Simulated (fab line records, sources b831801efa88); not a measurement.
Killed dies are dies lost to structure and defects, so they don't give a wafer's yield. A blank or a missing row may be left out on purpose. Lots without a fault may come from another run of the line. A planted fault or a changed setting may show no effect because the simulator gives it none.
A struck lot beside a sound one | flow sky130 | 44 steps out of a route of 708
Sound: wafers L746.2, L746.5, L746.6. Struck: wafer L755.6. (L755.1, L755.5 of the same lot were not struck and are left out.) The cause comes at the end.
At each step with rows: each side's tool, then ch and its chambers, then its first start. Under that, the readings that differ: sound wafers | struck wafers | difference of the means | sigmas: that difference in standard deviations of wafers without a fault.
alike: readings whose means differ by less than 2 such deviations, and words and numbers that are the same on both sides. not compared: withheld readings, readings that some wafer has no value for, bounds like >300 that may hide the same value, and numbers for which the record gives no deviation and whose values overlap.
The two part at a step that has a row with sigmas, a row that says differs or no value, or rows on one side only. Numbers that don't overlap but have no deviation are shown without sigmas and don't part them. A reading that every wafer of one side lacks parts them only if that side has two wafers or more.

SKY_FIELD_ISO_THK_MEAS_02:
  sound on film_metro-01, day 2 23:32; struck on film_metro-04, day 4 19:47
  alike: FIELD_ISO_OXIDATION_00_THK
then, 1 step without rows for these wafers: SKY_FIELD_ISO_CVD_03 (deposits Si3N4 from DCS/NH3, target thk 165 nm, time 2830 s).
SKY_FIELD_ISO_THK_MEAS_04:
  sound on film_metro-02, day 3 02:17; struck on film_metro-04, day 4 22:32
  alike: FIELD_ISO_CVD_03_THK
then, 8 steps without rows for these wafers: SKY_FIELD_ISO_DEHYDRATE_05 (time 60 s); SKY_FIELD_ISO_HMDS_06 (prime time 60 s); SKY_FIELD_ISO_COAT_07 (resist thk 60 nm); SKY_FIELD_ISO_COAT_08 (resist thk 450 nm); SKY_FIELD_ISO_SOFTBAKE_09 (time 90 s); SKY_FIELD_ISO_EXPOSE_10 (exposes mask FOM, target cd 150 nm); SKY_FIELD_ISO_PEB_11; SKY_FIELD_ISO_DEVELOP_12 (develop time 60 s).
SKY_FIELD_ISO_CD_MEAS_13: target cd 150 nm.
  sound on cd_sem-02, day 3 17:46; struck on cd_sem-01, day 5 16:13
  alike: cd_nm
SKY_FIELD_ISO_ETCH_14: etches BARC in N2/H2, stops on SiO2, time 45.9 s, target depth 60 nm.
  sound on rie_diel-02 ch 0,3, day 3 17:52; struck on rie_diel-02 ch 1, day 5 16:20
  reading                                          | sound             | struck | difference | sigmas
  oes_product_au (a.u.)                            | 0.854 0.857 0.861 | 0.984  | +0.127     | +26
  run_length_s (s)                                 | 74.3 74.4 74.3    | 50.1   | -24.2      | -49
  model.etch.depth_nm (nm)                         | 60.17 60.21 60.29 | 37.01  | -23.21     |
  model.KrF-thick_of_FIELD_ISO_COAT_08.thk_nm (nm) | 392 392.1 391.6   | 416.1  | +24.2      |
  model.FIELD_ISO.cd_nm (nm)                       | 150.2 150.1 150.4 | 150.9  | +0.7       |
  alike: drypump_motor_current_A, throttle_valve_pct
  not compared: rf_fwd_power_W, rf_hours_counter_h
SKY_FIELD_ISO_ETCH_15: etches the open film in CHF3/O2, stops on Si, target depth 180 nm, time 72 s.
  sound on rie_diel-02 ch 0,3, day 3 17:55; struck on rie_diel-02 ch 1, day 5 16:22
  reading                                          | sound             | struck | difference | sigmas
  oes_product_au (a.u.)                            | 0.938 0.954 0.943 | 0.377  | -0.568     | -84
  rf_fwd_power_W (W)                               | 592.1 596.2 591.2 | 600.8  | +7.6       | +3
  run_length_s (s)                                 | 101.1 100.9 100.2 | 99.6   | -1.1       | -2
  throttle_valve_pct (%)                           | 8.860 8.845 8.849 | 8.668  | -0.183     | -17
  model.KrF-thick_of_FIELD_ISO_COAT_08.thk_nm (nm) | 235.4 233.8 235.3 | 263.2  | +28.4      |
  alike: drypump_motor_current_A
  not compared: rf_hours_counter_h
SKY_FIELD_ISO_STRIP_16: strips in O2/N2.
  sound on plasma_asher-03 ch 0,1, day 3 17:58; struck on plasma_asher-01 ch 1, day 5 16:26
  reading                      | sound             | struck | difference | sigmas
  o2_flow_sccm (sccm)          | 2993 3000 2994    | 3019   | +23        | +3
  oes_product_au (a.u.)        | 0.384 0.378 0.383 | 0.398  | +0.016     | +3
  strip_time_to_endpoint_s (s) | 3.53 3.53 3.56    | 3.84   | +0.30      | +7
  alike: drypump_motor_current_A
  not compared: rf_hours_counter_h
SKY_FIELD_ISO_ETCH_17: etches Si in HBr/Cl2/O2, target depth 342 nm, time 97.7 s.
  sound on rie_si-02 ch 0,2,3, day 3 18:04; struck on rie_si-01 ch 2, day 5 16:32
  reading                    | sound             | struck | difference | sigmas
  rf_fwd_power_W (W)         | 598.2 595.1 599.7 | 592.8  | -4.9       | -2
  model.FIELD_ISO.cd_nm (nm) | 149.1 150 148.4   | 151.6  | +2.4       |
  alike: drypump_motor_current_A, he_backside_leak_sccm, oes_product_au, run_length_s, throttle_valve_pct
  not compared: rf_hours_counter_h
then, 5 steps without rows for these wafers: SKY_FIELD_ISO_WET_ETCH_18 (etches Si3N4 in H3PO4, target depth 25 nm, time 286 s); SKY_FIELD_ISO_CLEAN_19 (cleans in SC1/SC2, time 150 s); SKY_FIELD_ISO_CLEAN_20 (cleans in dHF, time 20 s); SKY_FIELD_ISO_WET_ETCH_21 (etches SiO2 in dHF, target depth 20 nm, time 400 s); SKY_FIELD_ISO_OXIDATION_22 (stabilise 600 s, purge 300 s, target thk 10 nm).
SKY_FIELD_ISO_THK_MEAS_23:
  sound on film_metro-02, day 3 19:56; struck on film_metro-01, day 5 18:02
  alike: FIELD_ISO_OXIDATION_01_THK
then, 1 step without rows for these wafers: SKY_FIELD_ISO_CVD_24 (deposits SiO2, target thk 595 nm, time 99.2 s).
SKY_FIELD_ISO_THK_MEAS_25:
  sound on film_metro-04, day 3 20:07; struck on film_metro-04, day 5 18:10
  alike: FIELD_ISO_CVD_24_THK
then, 1 step without rows for these wafers: SKY_FIELD_ISO_ANNEAL_26 (time 1800 s).
SKY_FIELD_ISO_CMP_27: polishes, stops on Si3N4, t overpolish 16 s, target thk 457.8 nm.
  sound on cmp-01 ch 0,1,3, day 3 21:46; struck on cmp-01 ch 0, day 5 20:56
  alike: edge_zone_pressure_frac, motor_current_A
then, 5 steps without rows for these wafers: SKY_FIELD_ISO_WET_ETCH_28 (etches SiO2 in dHF, target depth 23.7 nm, time 47 s); SKY_FIELD_ISO_WET_ETCH_29 (etches Si3N4 in H3PO4, target depth 160 nm, time 1825 s); SKY_FIELD_ISO_WET_ETCH_30 (etches SiO2 in dHF, target depth 25 nm, time 50 s); SKY_NWELL_CLEAN_00 (cleans in SC1/SC2, time 150 s); SKY_NWELL_OXIDATION_01 (stabilise 600 s, purge 300 s, target thk 10 nm).
SKY_NWELL_THK_MEAS_02:
  sound on film_metro-01, day 4 00:24; struck on film_metro-02, day 6 02:37
  alike: NWELL_OXIDATION_THK
then, 8 steps without rows for these wafers: SKY_DNWELL_DEHYDRATE_00 (time 60 s); SKY_DNWELL_HMDS_01 (prime time 60 s); SKY_DNWELL_COAT_02 (resist thk 3057 nm); SKY_DNWELL_SOFTBAKE_03; SKY_DNWELL_EXPOSE_04 (exposes mask DNM, target cd 3000 nm); SKY_DNWELL_PEB_05; SKY_DNWELL_DEVELOP_06 (develop time 60 s); SKY_DNWELL_IMPLANT_07.
SKY_DNWELL_STRIP_08: strips in O2/N2.
  sound on plasma_asher-02 ch 0,1, day 4 17:11; struck on plasma_asher-04 ch 0, day 6 20:37
  reading             | sound          | struck | difference | sigmas
  o2_flow_sccm (sccm) | 2988 2995 2996 | 2972   | -21        | -2
  alike: drypump_motor_current_A, oes_product_au, strip_time_to_endpoint_s
  not compared: rf_hours_counter_h
SKY_DNWELL_TW_MEAS_09:
  sound on film_metro-02, day 4 17:18; struck on film_metro-02, day 6 20:43
  alike: DNWELL_TW
SKY_PWDE_OVL_MEAS_07:
  sound on overlay-01, day 5 10:31; struck on overlay-02, day 7 15:40
  not compared: PWDE_OVL
SKY_NWELL_OVL_MEAS_10:
  sound on overlay-02, day 6 04:43; struck on overlay-01, day 8 11:55
  not compared: NWELL_00_OVL

WHERE THEY PART
First at SKY_FIELD_ISO_ETCH_14; last, within this record, at SKY_DNWELL_STRIP_08. Later steps at which nothing parts them and some readings are alike: SKY_DNWELL_TW_MEAS_09.

WHY: what the simulator had put in
Process parameter drift: rie_diel-02, from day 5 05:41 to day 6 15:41, at SKY_FIELD_ISO_ETCH_14. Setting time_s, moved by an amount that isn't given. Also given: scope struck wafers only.
